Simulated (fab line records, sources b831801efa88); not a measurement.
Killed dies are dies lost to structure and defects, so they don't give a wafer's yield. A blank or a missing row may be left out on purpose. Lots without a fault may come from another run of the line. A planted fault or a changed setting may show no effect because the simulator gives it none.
Which tool did it? | flow gf180mcu | 7 lots, 21 wafers sampled, at 1 step of a route of 602

WHAT THE GAUGES READ, wafer by wafer
GF_POLY_GATE_OVL_MEAS_11.
lot  | measured     | on         | POLY_GATE_OVL (nm)
L393 | day 9 11:16  | overlay-02 | 11 10 2
L395 | day 10 01:44 | overlay-02 | 14 6 10
L397 | day 10 13:47 | overlay-01 | -7 -3 -3
L400 | day 11 12:56 | overlay-01 | -9 -2 -8
L404 | day 12 21:20 | overlay-02 | -1 3 2
L408 | day 14 03:37 | overlay-02 | 1 4 -1
L414 | day 15 17:20 | overlay-01 | -3 0 6

WHICH TOOL RAN EACH LOT (tool, then ch and the chambers of the sampled wafers, then the start)
The record holds no process step before these readings.

THE ANSWER, worked out from the rows above alone
Rule: what is usual is taken from the lots themselves. Put in order of their means at a reading, lots are off if they are a third of the lots or fewer, leave a main group of 4 or more, and stand apart from it by a gap of 3 or more times the standard deviation of the main group's means; of several such gaps the widest counts. A main group whose means are all the same, to the digits that the tables above print for the reading, isn't used. A lot without any number at a reading at which 4 lots or more have one is off too. The other lots that the step has rows for count as sound.
No lot is off at any reading shown: from this, nothing can be told.

WHAT THE SIMULATOR HAD PUT IN
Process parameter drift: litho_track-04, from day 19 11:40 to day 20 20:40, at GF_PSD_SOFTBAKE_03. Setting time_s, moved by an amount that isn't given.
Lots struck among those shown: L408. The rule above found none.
